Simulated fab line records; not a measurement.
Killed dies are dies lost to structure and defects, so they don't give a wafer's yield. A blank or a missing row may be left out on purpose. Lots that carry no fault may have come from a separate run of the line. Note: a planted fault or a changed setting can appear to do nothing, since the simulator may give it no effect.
fab line records :: flow sky130
record:
  lots: 13
  wafers: 39
  lastDay: 50
route steps=708 shown LDD_P@263 LDD_LDN@296 RES_XHIGH@336 LI_CONTACT@385
lots untouched by any fault: they come from a run of this same line in which no faults occurred
startH: hours from the record's opening day to when the first of the lot's shown wafers began :: waitH: time in hours since the lot's previous step :: " repeats the value in the row above :: L1.1+2: a single row standing in for several wafers :: - no value, or no start given :: * or withheld: withheld :: < > ~ a bound
route shown NAME@n: NAME is a module with steps in the file, n the number in the route of the first one :: usual: mean and standard deviation over wafers with no fault :: same: alike in all rows :: chamber/n: place in a boat :: sites: readings site by site :: _std_site: the standard deviation of these :: _edge_site: outer sites' mean less inner sites' :: radiusMm: for every site, how far away it sits from the centre of the wafer :: mask NAME#n: copy n :: behind: tool/chamber where the wafer was last shaped :: hold: reason for holding the lot/hours on hold/outcome of the hold :: device: the transistor (n, p or np) that didn't switch :: end of line: the tests these same wafers got at the end of their route :: a step without rows: its recipe alone :: killed: at the first sort, the dies lost to defects and structure; wafer yield is something else :: map: a wafer's dies, x killed, . not, _ none there
set.NAME: the run value of the setting; set.NAME@STEP: its run value at that earlier step :: model.NAME: the simulator's own value behind a step, which no gauge read
one table for each step of the route and one row for each wafer, over a sample of lots
services: from which hour (startH, from the record's first day; less than 0 if before it) a tool's chamber was out of use, for how many hours, and why
== steps ==
step: SKY_LDD_P_OVL_MEAS_08
usual:
  LDD_P_OVL: -0.3/1.2
lot.wafer: L946.1
tool: overlay-02
chamber: -
startH: 442.40
waitH: 0.1
LDD_P_OVL[nm]: -0.9

lot.wafer: L946.3
tool: overlay-02
chamber: -
startH: 442.40
waitH: 0.1
LDD_P_OVL[nm]: 0.0

lot.wafer: L946.4
tool: overlay-02
chamber: -
startH: 442.40
waitH: 0.1
LDD_P_OVL[nm]: -0.8

lot.wafer: L947.3
tool: overlay-02
chamber: -
startH: 457.24
waitH: 0.1
LDD_P_OVL[nm]: 0.2

lot.wafer: L947.4
tool: overlay-02
chamber: -
startH: 457.24
waitH: 0.1
LDD_P_OVL[nm]: 0.3

lot.wafer: L947.6
tool: overlay-02
chamber: -
startH: 457.24
waitH: 0.1
LDD_P_OVL[nm]: 2.2

lot.wafer: L949.4
tool: overlay-01
chamber: -
startH: 459.04
waitH: 0.1
LDD_P_OVL[nm]: -1.8

lot.wafer: L949.5
tool: overlay-01
chamber: -
startH: 459.04
waitH: 0.1
LDD_P_OVL[nm]: -0.2

lot.wafer: L949.6
tool: overlay-01
chamber: -
startH: 459.04
waitH: 0.1
LDD_P_OVL[nm]: 0.0

lot.wafer: L951.2
tool: overlay-01
chamber: -
startH: 485.32
waitH: 0.1
LDD_P_OVL[nm]: -1.5

lot.wafer: L951.4
tool: overlay-01
chamber: -
startH: 485.32
waitH: 0.1
LDD_P_OVL[nm]: -2.3

lot.wafer: L951.6
tool: overlay-01
chamber: -
startH: 485.32
waitH: 0.1
LDD_P_OVL[nm]: -3.6

lot.wafer: L952.3
tool: overlay-02
chamber: -
startH: 498.07
waitH: 0.1
LDD_P_OVL[nm]: -1.5

lot.wafer: L952.4
tool: overlay-02
chamber: -
startH: 498.07
waitH: 0.1
LDD_P_OVL[nm]: -2.8

lot.wafer: L952.5
tool: overlay-02
chamber: -
startH: 498.07
waitH: 0.1
LDD_P_OVL[nm]: -0.3

lot.wafer: L953.1
tool: overlay-01
chamber: -
startH: 509.17
waitH: 0.1
LDD_P_OVL[nm]: -2.1

lot.wafer: L953.4
tool: overlay-01
chamber: -
startH: 509.17
waitH: 0.1
LDD_P_OVL[nm]: -1.0

lot.wafer: L953.5
tool: overlay-01
chamber: -
startH: 509.17
waitH: 0.1
LDD_P_OVL[nm]: -0.1

lot.wafer: L954.1
tool: overlay-02
chamber: -
startH: 516.65
waitH: 0.1
LDD_P_OVL[nm]: -0.7

lot.wafer: L954.2
tool: overlay-02
chamber: -
startH: 516.65
waitH: 0.1
LDD_P_OVL[nm]: -1.2

lot.wafer: L954.3
tool: overlay-02
chamber: -
startH: 516.65
waitH: 0.1
LDD_P_OVL[nm]: 1.9

lot.wafer: L955.1
tool: overlay-02
chamber: -
startH: 521.11
waitH: 0.1
LDD_P_OVL[nm]: -2.5

lot.wafer: L955.4
tool: overlay-02
chamber: -
startH: 521.11
waitH: 0.1
LDD_P_OVL[nm]: -0.5

lot.wafer: L955.6
tool: overlay-02
chamber: -
startH: 521.11
waitH: 0.1
LDD_P_OVL[nm]: -0.8

lot.wafer: L957.2
tool: overlay-02
chamber: -
startH: 536.65
waitH: 0.1
LDD_P_OVL[nm]: 1.3

lot.wafer: L957.4
tool: overlay-02
chamber: -
startH: 536.65
waitH: 0.1
LDD_P_OVL[nm]: 2.4

lot.wafer: L957.6
tool: overlay-02
chamber: -
startH: 536.65
waitH: 0.1
LDD_P_OVL[nm]: 0.7

lot.wafer: L958.2
tool: overlay-02
chamber: -
startH: 541.73
waitH: 0.1
LDD_P_OVL[nm]: 0.3

lot.wafer: L958.4
tool: overlay-02
chamber: -
startH: 541.73
waitH: 0.1
LDD_P_OVL[nm]: -2.7

lot.wafer: L958.6
tool: overlay-02
chamber: -
startH: 541.73
waitH: 0.1
LDD_P_OVL[nm]: -0.9

lot.wafer: L961.1
tool: overlay-02
chamber: -
startH: 570.27
waitH: 0.1
LDD_P_OVL[nm]: 1.1

lot.wafer: L961.4
tool: overlay-02
chamber: -
startH: 570.27
waitH: 0.1
LDD_P_OVL[nm]: 1.9

lot.wafer: L961.6
tool: overlay-02
chamber: -
startH: 570.27
waitH: 0.1
LDD_P_OVL[nm]: -0.9

lot.wafer: L968.2
tool: overlay-02
chamber: -
startH: 621.08
waitH: 0.1
LDD_P_OVL[nm]: -0.2

lot.wafer: L968.5
tool: overlay-02
chamber: -
startH: 621.08
waitH: 0.1
LDD_P_OVL[nm]: -0.1

lot.wafer: L968.6
tool: overlay-02
chamber: -
startH: 621.08
waitH: 0.1
LDD_P_OVL[nm]: -2.0

lot.wafer: L969.2
tool: overlay-02
chamber: -
startH: 631.02
waitH: 0.1
LDD_P_OVL[nm]: -0.1

lot.wafer: L969.3
tool: overlay-02
chamber: -
startH: 631.02
waitH: 0.1
LDD_P_OVL[nm]: 0.3

lot.wafer: L969.5
tool: overlay-02
chamber: -
startH: 631.02
waitH: 0.1
LDD_P_OVL[nm]: 0.6
step: SKY_LDD_LDN_OVL_MEAS_07
usual:
  LDD_LDN_OVL: 0.3/1.3
lot.wafer: L946.1
tool: overlay-02
chamber: -
startH: 534.33
waitH: 0.1
LDD_LDN_OVL[nm]: -0.4

lot.wafer: L946.3
tool: overlay-02
chamber: -
startH: 534.33
waitH: 0.1
LDD_LDN_OVL[nm]: -0.4

lot.wafer: L946.4
tool: overlay-02
chamber: -
startH: 534.33
waitH: 0.1
LDD_LDN_OVL[nm]: -2.1

lot.wafer: L947.3
tool: overlay-01
chamber: -
startH: 548.85
waitH: 0.1
LDD_LDN_OVL[nm]: -0.6

lot.wafer: L947.4
tool: overlay-01
chamber: -
startH: 548.85
waitH: 0.1
LDD_LDN_OVL[nm]: -0.5

lot.wafer: L947.6
tool: overlay-01
chamber: -
startH: 548.85
waitH: 0.1
LDD_LDN_OVL[nm]: -0.5

lot.wafer: L949.4
tool: overlay-02
chamber: -
startH: 550.06
waitH: 0.1
LDD_LDN_OVL[nm]: 1.2

lot.wafer: L949.5
tool: overlay-02
chamber: -
startH: 550.06
waitH: 0.1
LDD_LDN_OVL[nm]: 2.4

lot.wafer: L949.6
tool: overlay-02
chamber: -
startH: 550.06
waitH: 0.1
LDD_LDN_OVL[nm]: 0.8

lot.wafer: L951.2
tool: overlay-02
chamber: -
startH: 576.50
waitH: 0.1
LDD_LDN_OVL[nm]: -0.2

lot.wafer: L951.4
tool: overlay-02
chamber: -
startH: 576.50
waitH: 0.1
LDD_LDN_OVL[nm]: -2.1

lot.wafer: L951.6
tool: overlay-02
chamber: -
startH: 576.50
waitH: 0.1
LDD_LDN_OVL[nm]: -2.0

lot.wafer: L952.3
tool: overlay-02
chamber: -
startH: 588.54
waitH: 0.1
LDD_LDN_OVL[nm]: -2.2

lot.wafer: L952.4
tool: overlay-02
chamber: -
startH: 588.54
waitH: 0.1
LDD_LDN_OVL[nm]: -0.8

lot.wafer: L952.5
tool: overlay-02
chamber: -
startH: 588.54
waitH: 0.1
LDD_LDN_OVL[nm]: -1.3

lot.wafer: L953.1
tool: overlay-02
chamber: -
startH: 598.74
waitH: 0.1
LDD_LDN_OVL[nm]: -0.2

lot.wafer: L953.4
tool: overlay-02
chamber: -
startH: 598.74
waitH: 0.1
LDD_LDN_OVL[nm]: 0.6

lot.wafer: L953.5
tool: overlay-02
chamber: -
startH: 598.74
waitH: 0.1
LDD_LDN_OVL[nm]: 1.8

lot.wafer: L954.1
tool: overlay-02
chamber: -
startH: 606.18
waitH: 0.1
LDD_LDN_OVL[nm]: -0.9

lot.wafer: L954.2
tool: overlay-02
chamber: -
startH: 606.18
waitH: 0.1
LDD_LDN_OVL[nm]: 0.7

lot.wafer: L954.3
tool: overlay-02
chamber: -
startH: 606.18
waitH: 0.1
LDD_LDN_OVL[nm]: 2.0

lot.wafer: L955.1
tool: overlay-02
chamber: -
startH: 609.49
waitH: 0.1
LDD_LDN_OVL[nm]: -1.3

lot.wafer: L955.4
tool: overlay-02
chamber: -
startH: 609.49
waitH: 0.1
LDD_LDN_OVL[nm]: 2.5

lot.wafer: L955.6
tool: overlay-02
chamber: -
startH: 609.49
waitH: 0.1
LDD_LDN_OVL[nm]: 0.8

lot.wafer: L957.2
tool: overlay-01
chamber: -
startH: 624.75
waitH: 0.1
LDD_LDN_OVL[nm]: 0.7

lot.wafer: L957.4
tool: overlay-01
chamber: -
startH: 624.75
waitH: 0.1
LDD_LDN_OVL[nm]: 1.3

lot.wafer: L957.6
tool: overlay-01
chamber: -
startH: 624.75
waitH: 0.1
LDD_LDN_OVL[nm]: 0.8

lot.wafer: L958.2
tool: overlay-02
chamber: -
startH: 629.65
waitH: 0.1
LDD_LDN_OVL[nm]: 1.1

lot.wafer: L958.4
tool: overlay-02
chamber: -
startH: 629.65
waitH: 0.1
LDD_LDN_OVL[nm]: -0.2

lot.wafer: L958.6
tool: overlay-02
chamber: -
startH: 629.65
waitH: 0.1
LDD_LDN_OVL[nm]: 0.9

lot.wafer: L961.1
tool: overlay-01
chamber: -
startH: 657.84
waitH: 0.1
LDD_LDN_OVL[nm]: 0.6

lot.wafer: L961.4
tool: overlay-01
chamber: -
startH: 657.84
waitH: 0.1
LDD_LDN_OVL[nm]: 1.0

lot.wafer: L961.6
tool: overlay-01
chamber: -
startH: 657.84
waitH: 0.1
LDD_LDN_OVL[nm]: 2.5

lot.wafer: L968.2
tool: overlay-01
chamber: -
startH: 707.19
waitH: 0.1
LDD_LDN_OVL[nm]: 0.6

lot.wafer: L968.5
tool: overlay-01
chamber: -
startH: 707.19
waitH: 0.1
LDD_LDN_OVL[nm]: 0.9

lot.wafer: L968.6
tool: overlay-01
chamber: -
startH: 707.19
waitH: 0.1
LDD_LDN_OVL[nm]: -0.6

lot.wafer: L969.2
tool: overlay-02
chamber: -
startH: 716.54
waitH: 0.1
LDD_LDN_OVL[nm]: 0.8

lot.wafer: L969.3
tool: overlay-02
chamber: -
startH: 716.54
waitH: 0.1
LDD_LDN_OVL[nm]: 0.5

lot.wafer: L969.5
tool: overlay-02
chamber: -
startH: 716.54
waitH: 0.1
LDD_LDN_OVL[nm]: -0.4
step: SKY_RES_XHIGH_EXPOSE_04
recipe:
  maskId: URPM
  na: 0.6
  sourceShape: conventional
  sigmaOuter: 0.6
  polarization: unpolarized
  targetCdNm: 1270
  doseMj: 140
usual:
  reticleTempC: 22.99/0.089
  stageVelMmS: 499.97/0.24
lot.wafer: L946.1
tool: ilineStepper-02
chamber: 0
startH: 610.33
waitH: -
mask: URPM#0
reticleTempC: 23.00
stageVelMmS: 500.33

lot.wafer: L946.3
tool: ilineStepper-02
chamber: 0
startH: 610.33
waitH: -
mask: URPM#0
reticleTempC: 23.02
stageVelMmS: 499.93

lot.wafer: L946.4
tool: ilineStepper-02
chamber: 0
startH: 610.33
waitH: -
mask: URPM#0
reticleTempC: 23.02
stageVelMmS: 500.26

lot.wafer: L947.3
tool: ilineStepper-02
chamber: 0
startH: 624.97
waitH: -
mask: URPM#0
reticleTempC: 23.10
stageVelMmS: 500.25

lot.wafer: L947.4
tool: ilineStepper-02
chamber: 0
startH: 624.97
waitH: -
mask: URPM#0
reticleTempC: 23.04
stageVelMmS: 500.26

lot.wafer: L947.6
tool: ilineStepper-02
chamber: 0
startH: 624.97
waitH: -
mask: URPM#0
reticleTempC: 23.06
stageVelMmS: 500.32

lot.wafer: L949.4
tool: ilineStepper-01
chamber: 0
startH: 627.94
waitH: -
mask: URPM#0
reticleTempC: 22.91
stageVelMmS: 499.92

lot.wafer: L949.5
tool: ilineStepper-01
chamber: 0
startH: 627.94
waitH: -
mask: URPM#0
reticleTempC: 22.98
stageVelMmS: 500.36

lot.wafer: L949.6
tool: ilineStepper-01
chamber: 0
startH: 627.94
waitH: -
mask: URPM#0
reticleTempC: 22.96
stageVelMmS: 500.11

lot.wafer: L951.2
tool: ilineStepper-02
chamber: 0
startH: 655.19
waitH: -
mask: URPM#0
reticleTempC: 22.99
stageVelMmS: 499.51

lot.wafer: L951.4
tool: ilineStepper-02
chamber: 0
startH: 655.19
waitH: -
mask: URPM#0
reticleTempC: 23.07
stageVelMmS: 499.84

lot.wafer: L951.6
tool: ilineStepper-02
chamber: 0
startH: 655.19
waitH: -
mask: URPM#0
reticleTempC: 23.20
stageVelMmS: 499.81

lot.wafer: L952.3
tool: ilineStepper-01
chamber: 0
startH: 664.20
waitH: -
mask: URPM#0
reticleTempC: 22.80
stageVelMmS: 500.17

lot.wafer: L952.4
tool: ilineStepper-01
chamber: 0
startH: 664.20
waitH: -
mask: URPM#0
reticleTempC: 22.93
stageVelMmS: 499.97

lot.wafer: L952.5
tool: ilineStepper-01
chamber: 0
startH: 664.20
waitH: -
mask: URPM#0
reticleTempC: 22.95
stageVelMmS: 499.79

lot.wafer: L953.1
tool: ilineStepper-01
chamber: 0
startH: 674.13
waitH: -
mask: URPM#0
reticleTempC: 23.01
stageVelMmS: 499.77

lot.wafer: L953.4
tool: ilineStepper-01
chamber: 0
startH: 674.13
waitH: -
mask: URPM#0
reticleTempC: 22.91
stageVelMmS: 500.01

lot.wafer: L953.5
tool: ilineStepper-01
chamber: 0
startH: 674.13
waitH: -
mask: URPM#0
reticleTempC: 22.85
stageVelMmS: 499.80

lot.wafer: L954.1
tool: ilineStepper-02
chamber: 0
startH: 681.56
waitH: -
mask: URPM#0
reticleTempC: 22.95
stageVelMmS: 499.64

lot.wafer: L954.2
tool: ilineStepper-02
chamber: 0
startH: 681.56
waitH: -
mask: URPM#0
reticleTempC: 22.89
stageVelMmS: 500.26

lot.wafer: L954.3
tool: ilineStepper-02
chamber: 0
startH: 681.56
waitH: -
mask: URPM#0
reticleTempC: 23.10
stageVelMmS: 500.14

lot.wafer: L955.1
tool: ilineStepper-01
chamber: 0
startH: 684.51
waitH: -
mask: URPM#0
reticleTempC: 22.84
stageVelMmS: 499.59

lot.wafer: L955.4
tool: ilineStepper-01
chamber: 0
startH: 684.51
waitH: -
mask: URPM#0
reticleTempC: 22.89
stageVelMmS: 499.76

lot.wafer: L955.6
tool: ilineStepper-01
chamber: 0
startH: 684.51
waitH: -
mask: URPM#0
reticleTempC: 23.05
stageVelMmS: 499.82

lot.wafer: L957.2
tool: ilineStepper-01
chamber: 0
startH: 698.78
waitH: -
mask: URPM#0
reticleTempC: 23.00
stageVelMmS: 499.67

lot.wafer: L957.4
tool: ilineStepper-01
chamber: 0
startH: 698.78
waitH: -
mask: URPM#0
reticleTempC: 22.92
stageVelMmS: 499.79

lot.wafer: L957.6
tool: ilineStepper-01
chamber: 0
startH: 698.78
waitH: -
mask: URPM#0
reticleTempC: 23.12
stageVelMmS: 499.97

lot.wafer: L958.2
tool: ilineStepper-01
chamber: 0
startH: 704.16
waitH: -
mask: URPM#0
reticleTempC: 23.02
stageVelMmS: 500.19

lot.wafer: L958.4
tool: ilineStepper-01
chamber: 0
startH: 704.16
waitH: -
mask: URPM#0
reticleTempC: 23.13
stageVelMmS: 500.14

lot.wafer: L958.6
tool: ilineStepper-01
chamber: 0
startH: 704.16
waitH: -
mask: URPM#0
reticleTempC: 22.94
stageVelMmS: 500.37

lot.wafer: L961.1
tool: ilineStepper-02
chamber: 0
startH: 729.66
waitH: -
mask: URPM_R1#0
reticleTempC: 22.96
stageVelMmS: 499.93

lot.wafer: L961.4
tool: ilineStepper-02
chamber: 0
startH: 729.66
waitH: -
mask: URPM_R1#0
reticleTempC: 22.93
stageVelMmS: 500.25

lot.wafer: L961.6
tool: ilineStepper-02
chamber: 0
startH: 729.66
waitH: -
mask: URPM_R1#0
reticleTempC: 22.93
stageVelMmS: 500.20

lot.wafer: L968.2
tool: ilineStepper-01
chamber: 0
startH: 787.93
waitH: -
mask: URPM#0
reticleTempC: 23.16
stageVelMmS: 500.13

lot.wafer: L968.5
tool: ilineStepper-01
chamber: 0
startH: 787.93
waitH: -
mask: URPM#0
reticleTempC: 23.17
stageVelMmS: 499.53

lot.wafer: L968.6
tool: ilineStepper-01
chamber: 0
startH: 787.93
waitH: -
mask: URPM#0
reticleTempC: 23.12
stageVelMmS: 499.69

lot.wafer: L969.2
tool: ilineStepper-02
chamber: 0
startH: 788.18
waitH: -
mask: URPM#0
reticleTempC: 23.15
stageVelMmS: 499.79

lot.wafer: L969.3
tool: ilineStepper-02
chamber: 0
startH: 788.18
waitH: -
mask: URPM#0
reticleTempC: 23.02
stageVelMmS: 499.99

lot.wafer: L969.5
tool: ilineStepper-02
chamber: 0
startH: 788.18
waitH: -
mask: URPM#0
reticleTempC: 22.96
stageVelMmS: 499.71
step: SKY_LI_CONTACT_THK_MEAS_23
recipe:
  thkMeasGauge: xrf
  reads: W_of_LI_CONTACT_CVD_21
usual:
  LI_CONTACT_W_THK: 408/8.4
lot.wafer: L946.1
tool: filmMetro-03
chamber: -
startH: 684.26
waitH: 0.1
LI_CONTACT_W_THK[nm]: 404

lot.wafer: L946.3
tool: filmMetro-03
chamber: -
startH: 684.26
waitH: 0.1
LI_CONTACT_W_THK[nm]: 408

lot.wafer: L946.4
tool: filmMetro-03
chamber: -
startH: 684.26
waitH: 0.1
LI_CONTACT_W_THK[nm]: 401

lot.wafer: L947.3
tool: filmMetro-02
chamber: -
startH: 699.04
waitH: 0.1
LI_CONTACT_W_THK[nm]: 397

lot.wafer: L947.4
tool: filmMetro-02
chamber: -
startH: 699.04
waitH: 0.1
LI_CONTACT_W_THK[nm]: 412

lot.wafer: L947.6
tool: filmMetro-02
chamber: -
startH: 699.04
waitH: 0.1
LI_CONTACT_W_THK[nm]: 401

lot.wafer: L949.4
tool: filmMetro-02
chamber: -
startH: 701.78
waitH: 0.1
LI_CONTACT_W_THK[nm]: 412

lot.wafer: L949.5
tool: filmMetro-02
chamber: -
startH: 701.78
waitH: 0.1
LI_CONTACT_W_THK[nm]: 413

lot.wafer: L949.6
tool: filmMetro-02
chamber: -
startH: 701.78
waitH: 0.1
LI_CONTACT_W_THK[nm]: 398

lot.wafer: L951.2
tool: filmMetro-03
chamber: -
startH: 725.59
waitH: 0.1
LI_CONTACT_W_THK[nm]: 409

lot.wafer: L951.4
tool: filmMetro-03
chamber: -
startH: 725.59
waitH: 0.1
LI_CONTACT_W_THK[nm]: 411

lot.wafer: L951.6
tool: filmMetro-03
chamber: -
startH: 725.59
waitH: 0.1
LI_CONTACT_W_THK[nm]: 409

lot.wafer: L952.3
tool: filmMetro-02
chamber: -
startH: 736.07
waitH: 0.1
LI_CONTACT_W_THK[nm]: 403

lot.wafer: L952.4
tool: filmMetro-02
chamber: -
startH: 736.07
waitH: 0.1
LI_CONTACT_W_THK[nm]: 388

lot.wafer: L952.5
tool: filmMetro-02
chamber: -
startH: 736.07
waitH: 0.1
LI_CONTACT_W_THK[nm]: 393

lot.wafer: L953.1
tool: filmMetro-02
chamber: -
startH: 747.41
waitH: 0.1
LI_CONTACT_W_THK[nm]: 406

lot.wafer: L953.4
tool: filmMetro-02
chamber: -
startH: 747.41
waitH: 0.1
LI_CONTACT_W_THK[nm]: 407

lot.wafer: L953.5
tool: filmMetro-02
chamber: -
startH: 747.41
waitH: 0.1
LI_CONTACT_W_THK[nm]: 412

lot.wafer: L954.1
tool: filmMetro-03
chamber: -
startH: 752.50
waitH: 0.1
LI_CONTACT_W_THK[nm]: 398

lot.wafer: L954.2
tool: filmMetro-03
chamber: -
startH: 752.50
waitH: 0.1
LI_CONTACT_W_THK[nm]: 391

lot.wafer: L954.3
tool: filmMetro-03
chamber: -
startH: 752.50
waitH: 0.1
LI_CONTACT_W_THK[nm]: 392

lot.wafer: L955.1
tool: filmMetro-03
chamber: -
startH: 755.72
waitH: 0.1
LI_CONTACT_W_THK[nm]: 404

lot.wafer: L955.4
tool: filmMetro-03
chamber: -
startH: 755.72
waitH: 0.1
LI_CONTACT_W_THK[nm]: 393

lot.wafer: L955.6
tool: filmMetro-03
chamber: -
startH: 755.72
waitH: 0.1
LI_CONTACT_W_THK[nm]: 401

lot.wafer: L957.2
tool: filmMetro-02
chamber: -
startH: 768.71
waitH: 0.1
LI_CONTACT_W_THK[nm]: 424

lot.wafer: L957.4
tool: filmMetro-02
chamber: -
startH: 768.71
waitH: 0.1
LI_CONTACT_W_THK[nm]: 424

lot.wafer: L957.6
tool: filmMetro-02
chamber: -
startH: 768.71
waitH: 0.1
LI_CONTACT_W_THK[nm]: 409

lot.wafer: L958.2
tool: filmMetro-03
chamber: -
startH: 775.51
waitH: 0.1
LI_CONTACT_W_THK[nm]: 396

lot.wafer: L958.4
tool: filmMetro-03
chamber: -
startH: 775.51
waitH: 0.1
LI_CONTACT_W_THK[nm]: 405

lot.wafer: L958.6
tool: filmMetro-03
chamber: -
startH: 775.51
waitH: 0.1
LI_CONTACT_W_THK[nm]: 410

lot.wafer: L961.1
tool: filmMetro-03
chamber: -
startH: 801.85
waitH: 0.1
LI_CONTACT_W_THK[nm]: 419

lot.wafer: L961.4
tool: filmMetro-03
chamber: -
startH: 801.85
waitH: 0.1
LI_CONTACT_W_THK[nm]: 411

lot.wafer: L961.6
tool: filmMetro-03
chamber: -
startH: 801.85
waitH: 0.1
LI_CONTACT_W_THK[nm]: 409

lot.wafer: L968.2
tool: filmMetro-02
chamber: -
startH: 857.31
waitH: 0.1
LI_CONTACT_W_THK[nm]: 411

lot.wafer: L968.5
tool: filmMetro-02
chamber: -
startH: 857.31
waitH: 0.1
LI_CONTACT_W_THK[nm]: 423

lot.wafer: L968.6
tool: filmMetro-02
chamber: -
startH: 857.31
waitH: 0.1
LI_CONTACT_W_THK[nm]: 412

lot.wafer: L969.2
tool: filmMetro-02
chamber: -
startH: 857.57
waitH: 0.1
LI_CONTACT_W_THK[nm]: 416

lot.wafer: L969.3
tool: filmMetro-02
chamber: -
startH: 857.57
waitH: 0.1
LI_CONTACT_W_THK[nm]: 422

lot.wafer: L969.5
tool: filmMetro-02
chamber: -
startH: 857.57
waitH: 0.1
LI_CONTACT_W_THK[nm]: 420
== services ==
tool: ilineStepper-02
chamber: 0
startH: 606.26
hours: -
kind: calibration

tool: ilineStepper-02
chamber: -
startH: 634.70
hours: 11.0
kind: repair

tool: ilineStepper-01
chamber: -
startH: 654.55
hours: 1.7
kind: pm

tool: ilineStepper-01
chamber: 0
startH: 680.82
hours: -
kind: calibration

tool: ilineStepper-02
chamber: -
startH: 691.62
hours: 0.8
kind: repair

tool: ilineStepper-02
chamber: -
startH: 702.91
hours: 3.6
kind: repair

tool: ilineStepper-01
chamber: -
startH: 710.98
hours: 6.9
kind: repair

tool: ilineStepper-01
chamber: -
startH: 726.57
hours: 8.9
kind: pm

tool: ilineStepper-02
chamber: -
startH: 752.74
hours: 1.7
kind: pm
== key ==
firstSign:
  step: SKY_RES_XHIGH_EXPOSE_04
  reading: mask
  direction: changed
effect none on later readings
metAt SKY_RES_XHIGH_EXPOSE_04
struckLots L961
sortLeftOut L961.1,L961.4,L961.6
testerLeftOut L961
notActingAt SKY_LDD_P_OVL_MEAS_08,SKY_LDD_LDN_OVL_MEAS_07,SKY_LI_CONTACT_THK_MEAS_23
onsetBetween 681.56 729.66
fault:
  kind: wrongMask
  tool: any
  chamber: -
  onsetH: 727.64
  steps: SKY_RES_XHIGH_EXPOSE_04
  auxCopy: URPM_R1#0
  cdOffsetNm: 190
  scope: struckLotsOnly
testerLeftOut: of these lots the tester's yield and bins aren't shown, on N5 and GAA mostly nor the transistor test; their killed dies are dies lost to structure and defects alone, not to doping, threshold or leakage, so they don't give the yield
sortLeftOut: the simulated sort isn't trusted on such a fault, so these wafers' sort isn't shown, and their yield isn't known
